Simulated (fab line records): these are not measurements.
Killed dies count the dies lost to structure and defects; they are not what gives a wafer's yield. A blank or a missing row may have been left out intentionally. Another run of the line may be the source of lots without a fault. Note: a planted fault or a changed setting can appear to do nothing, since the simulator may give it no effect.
fab line records	flow sky130
record lots=12	wafers=36	last-day=51
route steps=708 shown POLY_GATE@230 METAL5@661 PAD_OPEN@708
lots with no fault: from the same line, run without faults
start-h: the number of hours between the record's first day and the start of the first shown wafer of the lot	wait-h: time in hours since the lot's previous step	" as in the row above	L1.1+2: several wafers, shown together as one row	- no value, or no start given	* or withheld: withheld	< > ~ a bound
route shown NAME@n: names a module that has steps shown in the file, with the first one's number in the route	usual: the fault-free wafers' mean and standard deviation	same: alike in all rows	chamber/n: place in a boat	sites: per-site readings	_std_site: how widely they spread, as a standard deviation	_edge_site: outer sites' mean less inner sites'	radius-mm: for every site, how far away it sits from the centre of the wafer	mask NAME#n: copy n	behind: the most recent tool/chamber to have shaped the wafer	hold: the reason the lot was held/the length of the hold in hours/how it ended	device: whichever transistor did not switch (one of n, p or np)	end of line: tests run on the same wafers once the route is complete	a step given without rows: its recipe and nothing more	killed: dies that structure and defects cost at the first sort, which is not the same as the wafer's yield	map: shows each die of a wafer: x if killed, . if not, _ if none is there
set.NAME: the run value of the setting; set.NAME@STEP: its run value at that earlier step	model.NAME: the simulator's own value behind a step, which no gauge read
the route's steps for a sample of lots (tables are steps, rows are wafers)
services: when a tool's chamber went out of use (start-h, in hours from the record's first day, below 0 if earlier), for how many hours, and the reason
## steps
# step SKY_POLY_GATE_ETCH_16
# recipe stop-on=poly-Si	chemistry=CH3F/O2	target=Si3N4	source-w=400	bias-w=80	pressure-mtorr=25	ch3f-flow-sccm=40	O2_flow_sccm=30	time-s=147.5	target-depth-a=750
# usual drypump-motor-current-A=5.7/0.36	oes-product-au=0.640/0.0055	throttle-valve-pct=10.535/0.0091
lot.wafer	tool	chamber	start-h	wait-h	drypump-motor-current-A	oes-product-au	rf-hours-counter-h	throttle-valve-pct
L704.1	rie-diel-01	1	373.53	0.0	5.5	0.642	13	10.531
L704.2	"	0	"	"	5.7	0.644	28	10.538
L704.3	"	2	"	"	5.4	0.642	87	10.525
L705.3	rie-diel-01	1	383.19	0.0	5.5	0.638	13	10.550
L705.5	"	3	"	"	5.5	0.638	-	10.533
L705.6	"	0	"	"	5.7	0.627	-	10.530
L706.2	rie-diel-01	1	391.80	0.0	5.5	0.647	13	10.549
L706.4	"	0	"	"	5.7	0.643	29	10.532
L706.5	"	1	"	"	5.5	0.642	-	10.546
L707.1	rie-diel-02	3	405.05	0.0	5.3	0.640	4	10.548
L707.2	"	2	"	"	6.0	0.652	88	10.537
L707.5	"	0	"	"	6.3	0.627	-	10.537
L711.1	rie-diel-02	0	434.49	0.0	6.3	0.640	17	10.536
L711.3	"	2	"	"	6.1	0.638	89	10.528
L711.4	"	3	"	"	5.3	0.643	5	10.536
L716.2	rie-diel-02	3	474.80	0.0	5.3	0.644	6	10.529
L716.4	"	0	"	"	6.3	0.646	18	10.527
L716.5	"	1	"	"	5.7	0.638	-	10.524
L717.4	rie-diel-03	2	486.70	0.0	6.3	0.652	0	10.543
L717.5	"	0	"	"	6.1	0.643	-	10.542
L717.6	"	1	"	"	5.8	0.651	-	10.528
L718.1	rie-diel-01	1	496.04	0.0	5.5	0.644	16	10.531
L718.5	"	3	"	"	5.5	0.645	-	10.540
L718.6	"	0	"	"	5.7	0.636	-	10.531
L722.3	rie-diel-02	3	532.39	0.0	5.3	0.642	7	10.531
L722.5	"	1	"	"	5.7	0.643	-	10.523
L722.6	"	2	"	"	6.1	0.647	-	10.535
L724.1	rie-diel-03	3	549.25	0.0	4.9	0.642	3	10.520
L724.2	"	0	"	"	6.1	0.635	5	10.524
L724.6	"	3	"	"	5.0	0.642	-	10.526
L726.1	rie-diel-01	0	564.13	0.0	5.7	0.647	32	10.535
L726.3	"	1	"	"	5.5	0.633	17	10.537
L726.4	"	3	"	"	5.5	0.634	9	10.529
L727.1	rie-diel-03	2	583.64	0.0	6.3	0.638	2	10.535
L727.5	"	2	"	"	6.2	0.634	-	10.539
L727.6	"	1	"	"	5.8	0.637	-	10.526
# step SKY_METAL5_SPUTTER_00
# recipe material=Ti	target-thk-nm=15	power-w=3000	time-s=10	chamber-pressure-pa=0.4
# usual throttle-valve-pct=29.9/1.2
lot.wafer	tool	chamber	start-h	wait-h	throttle-valve-pct
L704.1	pvd-sputter-02	-	1013.20	0.2	30.0
L704.2	"	-	"	"	31.5
L704.3	"	-	"	"	29.2
L705.3	pvd-sputter-02	-	1022.42	0.1	27.2
L705.5	"	-	"	"	29.9
L705.6	"	-	"	"	27.4
L706.2	pvd-sputter-02	-	1025.62	0.1	31.5
L706.4	"	-	"	"	29.9
L706.5	"	-	"	"	27.2
L707.1	pvd-sputter-04	-	1038.56	0.1	30.5
L707.2	"	-	"	"	28.9
L707.5	"	-	"	"	30.6
L711.1	pvd-sputter-04	-	1060.01	0.2	30.1
L711.3	"	-	"	"	30.4
L711.4	"	-	"	"	30.5
L716.2	pvd-sputter-03	-	1093.33	0.2	30.1
L716.4	"	-	"	"	31.6
L716.5	"	-	"	"	28.7
L717.4	pvd-sputter-02	-	1099.96	0.1	31.7
L717.5	"	-	"	"	29.2
L717.6	"	-	"	"	31.8
L718.1	pvd-sputter-04	-	1102.69	0.1	30.0
L718.5	"	-	"	"	30.7
L718.6	"	-	"	"	30.4
L722.3	pvd-sputter-04	-	1128.05	0.1	30.2
L722.5	"	-	"	"	28.9
L722.6	"	-	"	"	30.5
L724.1	pvd-sputter-03	-	1140.82	0.2	31.1
L724.2	"	-	"	"	30.2
L724.6	"	-	"	"	31.2
L726.1	pvd-sputter-02	-	1146.29	0.2	30.0
L726.3	"	-	"	"	27.5
L726.4	"	-	"	"	27.5
L727.1	pvd-sputter-04	-	1159.81	0.2	28.9
L727.5	"	-	"	"	29.0
L727.6	"	-	"	"	30.5
# step SKY_METAL5_DESCUM_14
# recipe chemistry=O2	source-power-w=150	bias-power-w=0	pressure-mtorr=10	temp-c=40	time-s=11
# usual drypump-motor-current-A=5.8/0.48	oes-product-au=1.004/0.0097
lot.wafer	tool	chamber	start-h	wait-h	drypump-motor-current-A	oes-product-au	rf-hours-counter-h
L704.1	rie-metal-04	1	1036.24	0.1	6.3	1.003	10
L704.2	"	0	"	"	6.0	1.004	5
L704.3	"	0	"	"	6.0	1.002	-
L705.3	rie-metal-04	1	1045.71	0.1	6.3	1.000	-
L705.5	"	0	"	"	6.0	0.998	-
L705.6	"	1	"	"	6.3	1.003	-
L706.2	rie-metal-04	1	1047.95	0.1	6.3	0.991	11
L706.4	"	0	"	"	6.1	0.998	-
L706.5	"	0	"	"	6.0	0.994	-
L707.1	rie-metal-04	0	1060.95	0.1	6.0	1.001	7
L707.2	"	1	"	"	6.3	0.991	12
L707.5	"	0	"	"	6.1	0.998	-
L711.1	rie-metal-03	1	1080.99	0.1	5.9	1.024	4
L711.3	"	1	"	"	5.9	1.024	-
L711.4	"	0	"	"	4.9	1.013	-
L716.2	rie-metal-01	0	1113.90	0.1	5.1	0.997	19
L716.4	"	1	"	"	5.9	0.985	-
L716.5	"	1	"	"	5.9	0.992	-
L717.4	rie-metal-04	1	1120.41	0.1	6.3	0.994	-
L717.5	"	0	"	"	6.1	0.998	-
L717.6	"	1	"	"	6.3	0.990	-
L718.1	rie-metal-03	0	1122.95	0.1	4.9	1.018	16
L718.5	"	1	"	"	5.8	1.026	-
L718.6	"	0	"	"	4.9	1.016	-
L722.3	rie-metal-03	1	1147.86	0.1	5.9	1.012	-
L722.5	"	0	"	"	4.9	1.014	-
L722.6	"	1	"	"	5.8	1.010	-
L724.1	rie-metal-01	1	1159.55	0.1	5.9	0.992	23
L724.2	"	0	"	"	5.1	1.000	24
L724.6	"	0	"	"	5.1	1.007	-
L726.1	rie-metal-01	1	1164.25	0.1	5.9	1.005	24
L726.3	"	0	"	"	5.1	1.013	-
L726.4	"	1	"	"	5.9	1.005	-
L727.1	rie-metal-01	0	1177.35	0.1	5.1	0.997	25
L727.5	"	0	"	"	5.1	1.000	-
L727.6	"	1	"	"	5.9	0.990	-
# step SKY_METAL5_METAL_ETCH_15
# recipe target-depth-a=12600	stop-on=SiO2	over-etch-frac=0.2	time-s=252	chemistry=Cl2/BCl3	resist-sidewall-deg=86	pressure-mtorr=10	icp-w=900	bias-w=48.5	Cl2_flow_sccm=60	bcl3-flow-sccm=30
# usual drypump-motor-current-A=5.8/0.48	oes-product-au=0.894/0.005	throttle-valve-pct=22.264/0.0092
lot.wafer	tool	chamber	start-h	wait-h	drypump-motor-current-A	oes-product-au	rf-hours-counter-h	throttle-valve-pct
L704.1	rie-metal-04	1	1036.28	0.0	6.3	0.894	10	22.251
L704.2	"	0	"	"	6.0	0.898	5	22.275
L704.3	"	0	"	"	6.0	0.895	-	22.264
L705.3	rie-metal-04	1	1045.81	0.1	6.4	0.891	-	22.276
L705.5	"	0	"	"	6.0	0.893	-	22.262
L705.6	"	1	"	"	6.3	0.901	-	22.260
L706.2	rie-metal-04	1	1047.99	0.0	6.3	0.897	11	22.282
L706.4	"	0	"	"	6.1	0.886	-	22.272
L706.5	"	0	"	"	6.1	0.891	-	22.274
L707.1	rie-metal-04	0	1060.99	0.0	6.0	0.895	7	22.288
L707.2	"	1	"	"	6.3	0.900	12	22.245
L707.5	"	0	"	"	6.0	0.892	-	22.255
L711.1	rie-metal-03	1	1081.03	0.0	5.8	0.903	4	22.269
L711.3	"	1	"	"	5.9	0.887	-	22.265
L711.4	"	0	"	"	4.9	0.892	-	22.248
L716.2	rie-metal-01	0	1113.94	0.0	5.1	0.905	19	22.266
L716.4	"	1	"	"	5.9	0.900	-	22.262
L716.5	"	1	"	"	5.9	0.901	-	22.260
L717.4	rie-metal-04	1	1120.51	0.1	6.4	0.891	-	22.255
L717.5	"	0	"	"	6.0	0.896	-	22.274
L717.6	"	1	"	"	6.3	0.889	-	22.269
L718.1	rie-metal-03	0	1122.99	0.0	4.9	0.902	16	22.280
L718.5	"	1	"	"	5.8	0.906	-	22.279
L718.6	"	0	"	"	4.9	0.898	-	22.266
L722.3	rie-metal-03	1	1147.96	0.1	5.9	0.899	-	22.262
L722.5	"	0	"	"	4.9	0.898	-	22.274
L722.6	"	1	"	"	5.9	0.891	-	22.263
L724.1	rie-metal-01	1	1159.59	0.0	5.9	0.884	23	22.268
L724.2	"	0	"	"	5.1	0.898	24	22.255
L724.6	"	0	"	"	5.1	0.897	-	22.270
L726.1	rie-metal-01	1	1164.29	0.0	5.9	0.880	24	22.258
L726.3	"	0	"	"	5.1	0.886	-	22.269
L726.4	"	1	"	"	5.9	0.893	-	22.255
L727.1	rie-metal-01	0	1177.38	0.0	5.1	0.897	25	22.269
L727.5	"	0	"	"	5.1	0.900	-	22.254
L727.6	"	1	"	"	5.9	0.893	-	22.268
# step SKY_PAD_OPEN_PROBE_99
# usual killed_at_M0_to_M3=43/6.6	killed_at_M4_up=3.4/1.8	killed-at-contacts=24/5.7	killed-at-front-end=15/4.2	killed-at-other=0.3/0.58	killed-dies=86/8	killed-open=46/7.2	killed-short=39/5.8
# same gross-dies=492	killed-at-back-side=0
lot.wafer	tool	chamber	start-h	wait-h	killed_at_M0_to_M3	killed_at_M4_up	killed-at-contacts	killed-at-front-end	killed-at-other	killed-dies	killed-open	killed-short
L711.1	prober-02	-	1124.88	0.1	46	1	33	14	0	94	63	31
L711.3	prober-02	-	1124.98	0.2	41	4	29	13	0	87	51	36
L711.4	prober-02	-	1125.03	0.2	51	2	26	32	0	111	49	44
L716.2	prober-02	-	1156.42	0.1	33	8	16	29	0	86	25	44
L716.4	prober-02	-	1156.52	0.2	37	3	22	15	0	77	38	39
L716.5	prober-02	-	1156.57	0.2	51	2	30	12	0	95	59	36
# killed by level:class
L711.1 LI_CONTACT:geometric-particle:open=13 VIA1:geometric-particle:open=13 CONTACT:geometric-particle:open=10 VIA2:geometric-particle:open=9 VIA3:geometric-particle:open=6 LI_CONTACT:geometric-particle:short=5 VIA2:geometric-particle:short=5 FIELD_ISO:geometric-particle:open=4
L711.3 VIA2:geometric-particle:open=11 CONTACT:geometric-particle:open=11 VIA1:geometric-particle:open=8 LI_CONTACT:geometric-particle:open=6 METAL1:geometric-particle:short=6 LI_CONTACT:geometric-particle:short=5 FIELD_ISO:geometric-particle:open=4 VIA3:geometric-particle:open=4
L711.4 POLY_GATE:unspecified=18 VIA1:geometric-particle:open=12 METAL2:geometric-particle:short=9 LI_CONTACT:geometric-particle:open=7 VIA1:geometric-particle:short=6 VIA3:geometric-particle:open=6 POLY_GATE:geometric-particle:open=5 LI_CONTACT:geometric-particle:short=5
L716.2 POLY_GATE:unspecified=17 VIA1:geometric-particle:open=7 FIELD_ISO:geometric-particle:short=6 METAL4:geometric-particle:short=5 VIA3:geometric-particle:open=5 LI_CONTACT:geometric-particle:short=4 CONTACT:geometric-particle:short=4 METAL1:geometric-particle:short=4
L716.4 VIA1:geometric-particle:open=10 CONTACT:geometric-particle:short=6 FIELD_ISO:geometric-particle:short=5 CONTACT:geometric-particle:open=5 VIA2:geometric-particle:short=5 VIA2:geometric-particle:open=5 LI_CONTACT:geometric-particle:open=4 LOCAL_INTERCONNECT:geometric-particle:short=4
L716.5 VIA3:geometric-particle:open=10 CONTACT:geometric-particle:open=10 VIA1:geometric-particle:open=10 VIA2:geometric-particle:open=8 LI_CONTACT:geometric-particle:open=7 VIA1:geometric-particle:short=6 METAL1:geometric-particle:short=5 CONTACT:geometric-particle:short=5
## services
tool	chamber	start-h	hours	kind
pvd-sputter-02	-	415.99	9.6	repair
rie-metal-03	-	444.87	0.5	repair
rie-metal-04	-	460.68	0.3	repair
rie-metal-04	1	480.96	24.7	repair
rie-metal-01	-	518.81	4.0	repair
pvd-sputter-04	-	565.11	1.3	repair
rie-metal-01	-	574.09	0.4	repair
rie-metal-04	0	577.73	3.7	repair
rie-metal-03	1	588.20	2.1	repair
rie-metal-03	-	598.06	1.4	pm
rie-metal-01	-	636.65	15.6	pm
rie-metal-04	0	741.38	29.8	repair
rie-metal-04	-	753.79	2.8	pm
rie-metal-01	1	754.39	13.8	repair
rie-metal-03	-	813.42	2.8	pm
rie-metal-03	-	816.56	0.7	repair
rie-metal-04	1	831.56	3.0	repair
rie-metal-04	0	863.55	12.9	repair
rie-metal-04	-	865.75	4.5	repair
rie-metal-01	-	1081.40	2.8	pm
rie-metal-03	0	1093.02	21.8	repair
rie-metal-04	1	1094.80	22.5	repair
rie-metal-03	1	1100.85	13.2	repair
rie-metal-04	1	1163.18	6.5	repair
## key
first-sign step=SKY_PAD_OPEN_PROBE_99	reading=killed-at-front-end	direction=up	sigmas=3.6	usual=15	struck=30
effect none on later readings
met-at SKY_POLY_GATE_ETCH_16
struck-lots L711,L716
struck-wafers L711.4,L716.2
tester-left-out L711,L716
not-acting-at SKY_METAL5_SPUTTER_00,SKY_METAL5_DESCUM_14,SKY_METAL5_METAL_ETCH_15
onset-between 405.05 434.49
fault kind=chamber-particle-source	tool=rie-diel-02	chamber=3	onset-h=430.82	steps=SKY_POLY_GATE_ETCH_16	rate-per-visit-cm2=0.61604	end-h=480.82
# tester-left-out: of these lots the tester's yield and bins aren't shown, on N5 and GAA mostly nor the transistor test; their killed dies are dies lost to structure and defects alone, not to doping, threshold or leakage, so they don't give the yield
